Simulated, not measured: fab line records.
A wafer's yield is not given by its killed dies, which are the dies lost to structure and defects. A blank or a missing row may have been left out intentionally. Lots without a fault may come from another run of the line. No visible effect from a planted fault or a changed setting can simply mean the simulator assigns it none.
fab line records | flow sky130 | part 1 of 2: steps 1 to 29 of 38
record: lots: 5 wafers: 15 lastDay: 50
route steps=708 shown SD_N@350 SD_P@359 RES_XHIGH@360 SALICIDE@361 LI_CONTACT@362 LOCAL_INTERCONNECT@387
lots that met no fault: from a run of the same line without faults
startH: hours from the record's first day to the start of the lot's first wafer shown | waitH: hours elapsed since this lot's preceding step | " same as the row above | L1.1+2: several wafers, shown together as one row | - no value, or no start given | * or withheld: withheld | < > ~ a bound
route shown NAME@n: a module of which the file shows steps, and the number in the route of the first | usual: average and standard deviation across the fault-free wafers | same: alike in all rows | chamber/n: place in a boat | sites: each site's reading | _std_site: how widely they spread, as a standard deviation | _edge_site: outer sites' mean less inner sites' | radiusMm: for every site, how far away it sits from the centre of the wafer | mask NAME#n: copy n | behind: the last tool/chamber to shape the wafer | hold: reason for holding the lot/hours on hold/outcome of the hold | device: the transistor (n, p or np) that didn't switch | end of line: tests run on the same wafers once the route is complete | a step given without rows: its recipe and nothing more | killed: count of dies lost to structure and defects at first sort (not the wafer's yield) | map: shows each die of a wafer: x if killed, . if not, _ if none is there
set.NAME: setting as actually run; set.NAME@STEP: the setting as run at that earlier step | model.NAME: the simulator's own value behind a step, which no gauge read
lots seen at some steps along the route; tables by step, rows by wafer
services: a tool's chamber out of use, with start hour (startH, from the record's first day; less than 0 if before it), hours out, and reason
== steps ==
step: SKY_SD_N_OVL_MEAS_08
usual: SD_N_OVL: 1.5/1.4
columns lot.wafer tool chamber startH waitH SD_N_OVL[nm]
L077.2 overlay-01 - 671.68 0.1 1.2
L077.3 " - " " 1.0
L077.4 " - " " 2.3
L083.2 overlay-01 - 733.68 0.1 1.2
L083.4 " - " " 1.3
L083.6 " - " " 1.5
L085.1 overlay-01 - 736.27 0.1 3.9
L085.2 " - " " 4.9
L085.5 " - " " 4.7
L086.2 overlay-01 - 753.62 0.1 0.2
L086.3 " - " " -1.3
L086.5 " - " " 2.7
L094.1 overlay-02 - 815.93 0.1 0.2
L094.2 " - " " 1.2
L094.6 " - " " 1.1
step: SKY_SD_N_IMPLANT_09
recipe: species: As energyKev: 50 doseCm2: 4e+15 tiltDeg: 0
usual: doseIonsCm2: 4.001e+15/4.4e+12 faradayCurrentUA: 12256/370
columns lot.wafer tool chamber startH waitH doseIonsCm2 faradayCurrentUA
L077.2 implanter-03 0 671.74 0.0 3.998e+15 12072
L077.3 " 0 " " 3.999e+15 12320
L077.4 " 0 " " 3.994e+15 11906
L083.2 implanter-04 0 733.74 0.0 4e+15 12652
L083.4 " 0 " " 3.995e+15 12875
L083.6 " 0 " " 3.997e+15 12265
L085.1 implanter-03 0 736.31 0.0 4.011e+15 12387
L085.2 " 0 " " 4.003e+15 12165
L085.5 " 0 " " 4.004e+15 12345
L086.2 implanter-01 0 753.67 0.0 4.005e+15 11815
L086.3 " 0 " " 3.999e+15 12190
L086.5 " 0 " " 4.005e+15 12027
L094.1 implanter-01 0 815.96 0.0 3.995e+15 11629
L094.2 " 0 " " 3.999e+15 11944
L094.6 " 0 " " 3.995e+15 11858
step: SKY_SD_N_IMPLANT_10
recipe: species: P energyKev: 20 doseCm2: 1e+14 tiltDeg: 0
usual: doseIonsCm2: 9.999e+13/8.2e+10 faradayCurrentUA: 535/18
columns lot.wafer tool chamber startH waitH doseIonsCm2 faradayCurrentUA
L077.2 implanter-03 0 671.89 0.1 1.001e+14 545
L077.3 " 0 " " 9.999e+13 522
L077.4 " 0 " " 1.0007e+14 515
L083.2 implanter-04 0 733.89 0.1 1.0005e+14 553
L083.4 " 0 " " 9.999e+13 543
L083.6 " 0 " " 9.99e+13 565
L085.1 implanter-03 0 736.46 0.1 9.991e+13 547
L085.2 " 0 " " 1.0001e+14 543
L085.5 " 0 " " 1.0003e+14 538
L086.2 implanter-01 0 753.82 0.1 9.996e+13 520
L086.3 " 0 " " 9.99e+13 521
L086.5 " 0 " " 1.0005e+14 501
L094.1 implanter-01 0 816.11 0.1 9.992e+13 503
L094.2 " 0 " " 9.999e+13 526
L094.6 " 0 " " 1.0003e+14 522
step: SKY_SD_N_STRIP_11
recipe: chemistry: O2/N2 powerW: 1400 pressureMtorr: 1500 platenTempC: withheld o2FlowSccm: 3000 n2FlowSccm: 300 overashFraction: 0.5
usual: drypumpMotorCurrentA: 5.8/0.51 oesProductAu: 0.526/0.0043 stripTimeToEndpointS: 22.52/0.038
columns lot.wafer tool chamber startH waitH drypumpMotorCurrentA oesProductAu rfHoursCounterH stripTimeToEndpointS
L077.2 plasmaAsher-01 0 672.01 0.1 6.7 0.523 56 22.57
L077.3 " 0 " " 6.7 0.525 - 22.52
L077.4 " 1 " " 5.8 0.522 - 22.52
L083.2 plasmaAsher-03 1 734.01 0.1 5.3 0.528 36 22.55
L083.4 " 1 " " 5.3 0.526 - 22.54
L083.6 " 1 " " 5.3 0.532 - 22.51
L085.1 plasmaAsher-01 0 736.61 0.1 6.8 0.528 63 22.55
L085.2 " 1 " " 5.8 0.520 63 22.53
L085.5 " 1 " " 5.8 0.525 - 22.59
L086.2 plasmaAsher-03 0 753.95 0.1 5.6 0.526 38 22.57
L086.3 " 0 " " 5.6 0.533 - 22.51
L086.5 " 1 " " 5.3 0.530 - 22.55
L094.1 plasmaAsher-01 1 816.26 0.1 5.7 0.529 73 22.54
L094.2 " 0 " " 6.8 0.527 73 22.53
L094.6 " 0 " " 6.7 0.532 - 22.60
step: SKY_SD_N_TW_MEAS_12
usual: SD_N_TW: 3968/26
columns lot.wafer tool chamber startH waitH SD_N_TW
L077.2 filmMetro-04 - 672.12 0.1 3923
L077.3 " - " " 3923
L077.4 " - " " 3931
L083.2 filmMetro-03 - 734.12 0.1 3992
L083.4 " - " " 3987
L083.6 " - " " 3996
L085.1 filmMetro-04 - 736.71 0.1 3955
L085.2 " - " " 3930
L085.5 " - " " 3940
L086.2 filmMetro-04 - 754.06 0.1 3971
L086.3 " - " " 3972
L086.5 " - " " 3975
L094.1 filmMetro-02 - 816.36 0.1 3987
L094.2 " - " " 3934
L094.6 " - " " 3980
step: SKY_SD_N_CLEAN_13
recipe: chemistry: SC1/SC2 mix: 1:4:20 tempC: 70 timeS: 150 dry: n2Spin
columns lot.wafer tool chamber startH waitH
L077.2+3+4 wetBench-03 0 672.17 0.0
L083.2+4+6 wetBench-02 1 734.17 0.0
L085.1+2+5 wetBench-02 0 736.77 0.1
L086.2+3+5 wetBench-01 0 754.11 0.0
L094.1+2+6 wetBench-03 2 816.42 0.1
step: SKY_SD_N_RTA_14
recipe: tempC: 1075 timeS: 2 idleTempC: 650 rampUpCPerS: 150 rampDownCPerS: 90 ambient: N2
usual: lampPowerPct: 15.73/0.051 wafer_temp_C_max: 1078.1/1.4
columns lot.wafer tool chamber startH waitH lampPowerPct wafer_temp_C_max
L077.2 rtpAnneal-02 0 672.23 0.0 15.70 1075.4
L077.3 " 0 " " 15.77 1077.2
L077.4 " 0 " " 15.71 1080.7
L083.2 rtpAnneal-02 0 734.23 0.0 15.78 1077.4
L083.4 " 0 " " 15.63 1078.0
L083.6 " 0 " " 15.75 1077.9
L085.1 rtpAnneal-01 0 736.82 0.0 15.68 1076.8
L085.2 " 0 " " 15.75 1078.5
L085.5 " 0 " " 15.82 1077.9
L086.2 rtpAnneal-01 0 754.17 0.0 15.74 1078.3
L086.3 " 0 " " 15.76 1077.4
L086.5 " 0 " " 15.72 1076.8
L094.1 rtpAnneal-01 0 816.48 0.0 15.75 1077.2
L094.2 " 0 " " 15.64 1076.9
L094.6 " 0 " " 15.74 1079.1
step: SKY_SD_N_RS_MEAS_16
recipe: thkMeasGauge: four-point-probe
usual: SD_N_RS: 68.58/0.13
columns lot.wafer tool chamber startH waitH SD_N_RS[ohm/sq]
L077.2 filmMetro-04 - 672.42 0.1 68.71
L077.3 " - " " 68.48
L077.4 " - " " 68.58
L083.2 filmMetro-03 - 734.41 0.1 68.51
L083.4 " - " " 68.73
L083.6 " - " " 68.51
L085.1 filmMetro-02 - 736.99 0.1 68.58
L085.2 " - " " 68.60
L085.5 " - " " 68.60
L086.2 filmMetro-02 - 754.35 0.1 68.59
L086.3 " - " " 68.68
L086.5 " - " " 68.76
L094.1 filmMetro-04 - 816.65 0.1 68.31
L094.2 " - " " 68.39
L094.6 " - " " 68.32
step: SKY_SD_N_RS_MEAS_17
recipe: thkMeasGauge: four-point-probe
usual: SD_P_RS: 147.1/0.45
columns lot.wafer tool chamber startH waitH SD_P_RS[ohm/sq]
L077.2 filmMetro-04 - 672.54 0.1 146.9
L077.3 " - " " 147.2
L077.4 " - " " 147.2
L083.2 filmMetro-03 - 734.53 0.1 147.4
L083.4 " - " " 147.4
L083.6 " - " " 147.3
L085.1 filmMetro-02 - 737.11 0.1 146.7
L085.2 " - " " 146.8
L085.5 " - " " 146.8
L086.2 filmMetro-02 - 754.47 0.1 147.7
L086.3 " - " " 148.3
L086.5 " - " " 147.8
L094.1 filmMetro-04 - 816.77 0.1 146.6
L094.2 " - " " 147.0
L094.6 " - " " 146.3
step: SKY_SD_N_RS_MEAS_18
recipe: thkMeasGauge: four-point-probe
usual: RES_XHIGH_RS: 333.3/1.1
columns lot.wafer tool chamber startH waitH RES_XHIGH_RS[ohm/sq]
L077.2 filmMetro-04 - 672.66 0.1 334.6
L077.3 " - " " 334.4
L077.4 " - " " 335.3
L083.2 filmMetro-03 - 734.65 0.1 334.4
L083.4 " - " " 333.6
L083.6 " - " " 333.3
L085.1 filmMetro-02 - 737.23 0.1 332.5
L085.2 " - " " 332.8
L085.5 " - " " 332.2
L086.2 filmMetro-02 - 754.59 0.1 334.1
L086.3 " - " " 333.4
L086.5 " - " " 333.3
L094.1 filmMetro-04 - 816.89 0.1 333.6
L094.2 " - " " 334.1
L094.6 " - " " 333.5
step: SKY_SALICIDE_CLEAN_00
recipe: chemistry: HF-last timeS: 30 dilution: 100:1 dry: ipaMarangoni
columns lot.wafer tool chamber startH waitH
L077.2+3+4 wetBench-03 0 672.76 0.1
L083.2+4+6 wetBench-03 3 734.75 0.1
L085.1+2+5 wetBench-02 3 737.35 0.1
L086.2+3+5 wetBench-04 1 754.69 0.1
L094.1+2+6 wetBench-02 2 817.01 0.1
step: SKY_LI_CONTACT_HDPCVD_00
recipe: material: PSG targetThkNm: 930 sigmaOpenFrac: 0.3 timeS: 155 tempC: 600 sih4FlowSccm: 60 pressureMtorr: 6
columns lot.wafer tool chamber startH waitH
L077.2+3+4 hdpcvd-01 0,2,2 672.77 0.0
L083.2+4+6 hdpcvd-01 0,0,2 734.77 0.0
L085.1+2+5 hdpcvd-02 0,2,0 737.37 0.0
L086.2+3+5 hdpcvd-02 0,1,2 754.71 0.0
L094.1+2+6 hdpcvd-01 2,0,1 817.04 0.0
step: SKY_LI_CONTACT_THK_MEAS_01
recipe: reads: PSG_of_LI_CONTACT_HDPCVD_00
usual: LI_CONTACT_HDPCVD_THK: 928/8.8
columns lot.wafer tool chamber startH waitH LI_CONTACT_HDPCVD_THK[nm]
L077.2 filmMetro-03 - 672.89 0.1 923
L077.3 " - " " 919
L077.4 " - " " 912
L083.2 filmMetro-04 - 734.89 0.1 925
L083.4 " - " " 921
L083.6 " - " " 914
L085.1 filmMetro-04 - 737.47 0.1 939
L085.2 " - " " 926
L085.5 " - " " 933
L086.2 filmMetro-03 - 754.82 0.1 952
L086.3 " - " " 947
L086.5 " - " " 935
L094.1 filmMetro-03 - 817.15 0.1 913
L094.2 " - " " 921
L094.6 " - " " 932
step: SKY_LI_CONTACT_CMP_02
recipe: material: PSG downForcePsi: 4 platenRpm: 60 padVelocityMS: 0.94248
usual: motorCurrentA: 11.4/1 timeToEndpointS: 32.0/2.3
columns lot.wafer tool chamber startH waitH motorCurrentA timeToEndpointS
L077.2 cmp-02 1 672.94 0.0 12.4 28.7
L077.4 " 2 " " 10.5 27.4
L077.3 " 3 " " 12.3 29.1
L083.2 cmp-01 0 734.94 0.0 12.4 30.7
L083.4 " 3 " " 10.1 31.3
L083.6 " 1 " " 11.6 30.7
L085.2 cmp-02 1 737.58 0.1 13.0 29.8
L085.1 " 2 " " 10.5 33.3
L085.5 " 0 " " 11.5 31.8
L086.3 cmp-01 1 754.87 0.0 12.9 34.6
L086.2 " 0 " " 12.1 35.9
L086.5 " 2 " " 11.2 31.8
L094.2 cmp-01 1 817.26 0.1 12.0 29.3
L094.1 " 3 " " 9.7 29.3
L094.6 " 1 " " 11.5 30.1
step: SKY_LI_CONTACT_BOW_MEAS_03
recipe: mode: bow
usual: LI_CONTACT_BOW: 55/7.2
columns lot.wafer tool chamber startH waitH LI_CONTACT_BOW[um]
L077.2 filmMetro-04 - 673.26 0.3 47
L077.3 " - " " 55
L077.4 " - " " 61
L083.2 filmMetro-03 - 735.26 0.3 46
L083.4 " - " " 62
L083.6 " - " " 65
L085.1 filmMetro-02 - 737.83 0.1 58
L085.2 " - " " 53
L085.5 " - " " 55
L086.2 filmMetro-04 - 755.19 0.1 52
L086.3 " - " " 58
L086.5 " - " " 49
L094.1 filmMetro-04 - 817.51 0.1 51
L094.2 " - " " 52
L094.6 " - " " 48
step: SKY_LI_CONTACT_DEHYDRATE_04
recipe: tempC: 200 timeS: 60
columns lot.wafer tool chamber startH waitH
L077.2+3+4 lithoTrack-01 0 686.18 12.9
L083.2+4+6 lithoTrack-04 0 748.03 12.8
L085.1+2+5 lithoTrack-04 0 751.25 13.4
L086.2+3+5 lithoTrack-01 0 767.83 12.6
L094.1+2+6 lithoTrack-04 0 829.61 12.1
step: SKY_LI_CONTACT_HMDS_05
recipe: primeTimeS: 60 primeTempC: 120
usual: primeTempC: 120.01/0.12
columns lot.wafer tool chamber startH waitH primeTempC
L077.2 lithoTrack-01 0 686.33 0.1 120.10
L077.3 " 0 " " 119.87
L077.4 " 0 " " 120.00
L083.2 lithoTrack-04 0 748.18 0.1 120.09
L083.4 " 0 " " 119.90
L083.6 " 0 " " 120.10
L085.1 lithoTrack-04 0 751.40 0.1 120.21
L085.2 " 0 " " 120.10
L085.5 " 0 " " 120.11
L086.2 lithoTrack-01 0 767.98 0.1 119.96
L086.3 " 0 " " 120.06
L086.5 " 0 " " 119.91
L094.1 lithoTrack-04 0 829.76 0.1 120.17
L094.2 " 0 " " 120.06
L094.6 " 0 " " 120.07
step: SKY_LI_CONTACT_COAT_06
recipe: resist: BARC tempC: withheld timeS: withheld spinRpm: 3000 resistThkNm: 60
columns lot.wafer tool chamber startH waitH
L077.2+3+4 lithoTrack-01 0 686.48 0.1
L083.2+4+6 lithoTrack-04 0 748.33 0.1
L085.1+2+5 lithoTrack-04 0 751.55 0.1
L086.2+3+5 lithoTrack-01 0 768.13 0.1
L094.1+2+6 lithoTrack-04 0 829.91 0.1
step: SKY_LI_CONTACT_COAT_07
recipe: resist: KrF-thick spinRpm: 3000 resistThkNm: 450
columns lot.wafer tool chamber startH waitH
L077.2+3+4 lithoTrack-01 0 - -
L083.2+4+6 lithoTrack-04 0 - -
L085.1+2+5 lithoTrack-04 0 - -
L086.2+3+5 lithoTrack-01 0 - -
L094.1+2+6 lithoTrack-04 0 - -
step: SKY_LI_CONTACT_SOFTBAKE_08
recipe: tempC: 100 timeS: 90 resist: KrF-thick
columns lot.wafer tool chamber startH waitH
L077.2+3+4 lithoTrack-01 0 - -
L083.2+4+6 lithoTrack-04 0 - -
L085.1+2+5 lithoTrack-04 0 - -
L086.2+3+5 lithoTrack-01 0 - -
L094.1+2+6 lithoTrack-04 0 - -
step: SKY_LI_CONTACT_EXPOSE_09
recipe: maskId: LICM1 na: 0.8 sourceShape: annular sigmaInner: 0.55 sigmaOuter: 0.85 targetCdNm: 170 doseMj: 38
columns lot.wafer tool chamber startH waitH mask
L077.2+3+4 krfScanner-02 0 - - LICM1#0
L083.2+4+6 krfScanner-01 0 - - LICM1#0
L085.1+2+5 krfScanner-01 0 - - LICM1#0
L086.2+3+5 krfScanner-02 0 - - LICM1#0
L094.1+2+6 krfScanner-01 0 - - LICM1#0
step: SKY_LI_CONTACT_PEB_10
recipe: pebTempC: withheld pebTimeS: withheld resist: KrF-thick
columns lot.wafer tool chamber startH waitH
L077.2+3+4 lithoTrack-04 0 - -
L083.2+4+6 lithoTrack-03 0 - -
L085.1+2+5 lithoTrack-04 0 - -
L086.2+3+5 lithoTrack-04 0 - -
L094.1+2+6 lithoTrack-01 0 - -
step: SKY_LI_CONTACT_DEVELOP_11
recipe: developTimeS: 60 resist: KrF-thick devTempC: 21
columns lot.wafer tool chamber startH waitH
L077.2+3+4 lithoTrack-04 0 - -
L083.2+4+6 lithoTrack-03 0 - -
L085.1+2+5 lithoTrack-04 0 - -
L086.2+3+5 lithoTrack-04 0 - -
L094.1+2+6 lithoTrack-01 0 - -
step: SKY_LI_CONTACT_CD_MEAS_12
recipe: targetCdNm: 170
usual: cdNm: 170.2/1.8
columns lot.wafer tool chamber startH waitH cdNm
L077.2 cdSem-02 - 701.22 - 167.4
L077.3 " - " " 169.1
L077.4 " - " " 169.0
L083.2 cdSem-01 - 762.65 - 170.3
L083.4 " - " " 169.9
L083.6 " - " " 171.6
L085.1 cdSem-01 - 765.51 - 171.9
L085.2 " - " " 171.8
L085.5 " - " " 170.5
L086.2 cdSem-02 - 782.12 - 171.6
L086.3 " - " " 172.2
L086.5 " - " " 173.6
L094.1 cdSem-01 - 844.01 - 169.5
L094.2 " - " " 170.1
L094.6 " - " " 169.1
step: SKY_LI_CONTACT_OVL_MEAS_13
usual: LI_CONTACT_OVL: 3/5.5
columns lot.wafer tool chamber startH waitH LI_CONTACT_OVL[nm]
L077.2 overlay-01 - 701.33 0.1 7
L077.3 " - " " 9
L077.4 " - " " 3
L083.2 overlay-01 - 762.76 0.1 1
L083.4 " - " " 0
L083.6 " - " " 2
L085.1 overlay-01 - 765.63 0.1 4
L085.2 " - " " -3
L085.5 " - " " 6
L086.2 overlay-01 - 782.23 0.1 4
L086.3 " - " " 8
L086.5 " - " " -1
L094.1 overlay-01 - 844.13 0.1 0
L094.2 " - " " 6
L094.6 " - " " 11
step: SKY_LI_CONTACT_ETCH_14
recipe: chemistry: N2/H2 target: BARC ionEnergyEv: 200 sourceW: 500 biasW: 100 pressureMtorr: 30 n2FlowSccm: 100 h2FlowSccm: 200 stopOn: SiO2 timeS: 45.9 targetDepthA: 600
usual: drypumpMotorCurrentA: 5.7/0.4 oesProductAu: 0.855/0.0045 throttleValvePct: 13.225/0.0087
columns lot.wafer tool chamber startH waitH drypumpMotorCurrentA oesProductAu rfHoursCounterH throttleValvePct
L077.2 rieDiel-02 2 701.36 0.0 6.0 0.860 8 13.230
L077.3 " 3 " " 4.8 0.854 11 13.223
L077.4 " 1 " " 5.5 0.854 2 13.219
L083.2 rieDiel-03 2 762.79 0.0 6.1 0.852 2 13.213
L083.4 " 1 " " 5.7 0.863 37 13.219
L083.6 " 1 " " 5.7 0.856 - 13.209
L085.1 rieDiel-04 3 765.66 0.0 5.6 0.849 10 13.231
L085.2 " 2 " " 6.1 0.854 2 13.231
L085.5 " 1 " " 5.4 0.860 - 13.226
L086.2 rieDiel-03 3 782.26 0.0 5.7 0.865 8 13.213
L086.3 " 1 " " 5.7 0.857 38 13.213
L086.5 " 3 " " 5.7 0.856 - 13.213
L094.1 rieDiel-02 0 844.16 0.0 5.7 0.847 23 13.214
L094.2 " 2 " " 6.0 0.860 12 13.227
L094.6 " 2 " " 6.0 0.852 - 13.222
step: SKY_LI_CONTACT_ETCH_15
recipe: target: PSG chemistry: C4F8/O2/Ar stopOn: Si taperDeg: 4.15 maskMaterial: KrF-thick sourceW: 1500 biasW: 1200 pressureMtorr: 40 c4f8FlowSccm: withheld O2_flow_sccm: 6 Ar_flow_sccm: 300 timeS: withheld targetDepthA: 6000
usual: oesProductAu: 0.837/0.0043
columns lot.wafer tool chamber startH waitH oesProductAu
L077.2 rieDiel-02 2 701.40 0.0 0.837
L077.3 " 3 " " 0.836
L077.4 " 1 " " 0.831
L083.2 rieDiel-03 2 762.83 0.0 0.832
L083.4 " 1 " " 0.841
L083.6 " 1 " " 0.836
L085.1 rieDiel-04 3 765.70 0.0 0.833
L085.2 " 2 " " 0.843
L085.5 " 1 " " 0.837
L086.2 rieDiel-03 3 782.30 0.0 0.840
L086.3 " 1 " " 0.841
L086.5 " 3 " " 0.835
L094.1 rieDiel-02 0 844.21 0.0 0.830
L094.2 " 2 " " 0.828
L094.6 " 2 " " 0.840
step: SKY_LI_CONTACT_STRIP_16
recipe: chemistry: O2/N2 powerW: 1400 pressureMtorr: 1500 platenTempC: withheld o2FlowSccm: 3000 n2FlowSccm: 300 overashFraction: 0.5
usual: drypumpMotorCurrentA: 5.7/0.61 oesProductAu: 0.376/0.0046 stripTimeToEndpointS: 3.509/0.027
columns lot.wafer tool chamber startH waitH drypumpMotorCurrentA oesProductAu rfHoursCounterH stripTimeToEndpointS
L077.2 plasmaAsher-01 0 701.49 - 6.7 0.380 59 3.523
L077.3 " 0 " " 6.8 0.370 - 3.492
L077.4 " 1 " " 5.8 0.376 - 3.529
L083.2 plasmaAsher-01 1 762.92 - 5.8 0.386 66 3.507
L083.4 " 0 " " 6.7 0.377 - 3.483
L083.6 " 0 " " 6.7 0.377 - 3.473
L085.1 plasmaAsher-01 1 765.79 - 5.8 0.380 66 3.485
L085.2 " 0 " " 6.8 0.367 66 3.498
L085.5 " 0 " " 6.8 0.381 - 3.526
L086.2 plasmaAsher-01 0 782.39 - 6.7 0.377 68 3.462
L086.3 " 0 " " 6.7 0.376 - 3.476
L086.5 " 1 " " 5.8 0.374 - 3.479
L094.1 plasmaAsher-01 1 844.29 - 5.8 0.381 75 3.520
L094.2 " 0 " " 6.7 0.380 75 3.542
L094.6 " 1 " " 5.8 0.382 - 3.543
step: SKY_LI_CONTACT_CLEAN_17
recipe: chemistry: NMP timeS: 600 tempC: 60 dry: n2Spin
columns lot.wafer tool chamber startH waitH
L077.2+3+4 wetBench-01 3 701.59 0.1
L083.2+4+6 wetBench-01 1 763.02 0.1
L085.1+2+5 wetBench-03 1 765.89 0.1
L086.2+3+5 wetBench-03 1 782.49 0.1
L094.1+2+6 wetBench-04 3 844.39 0.1
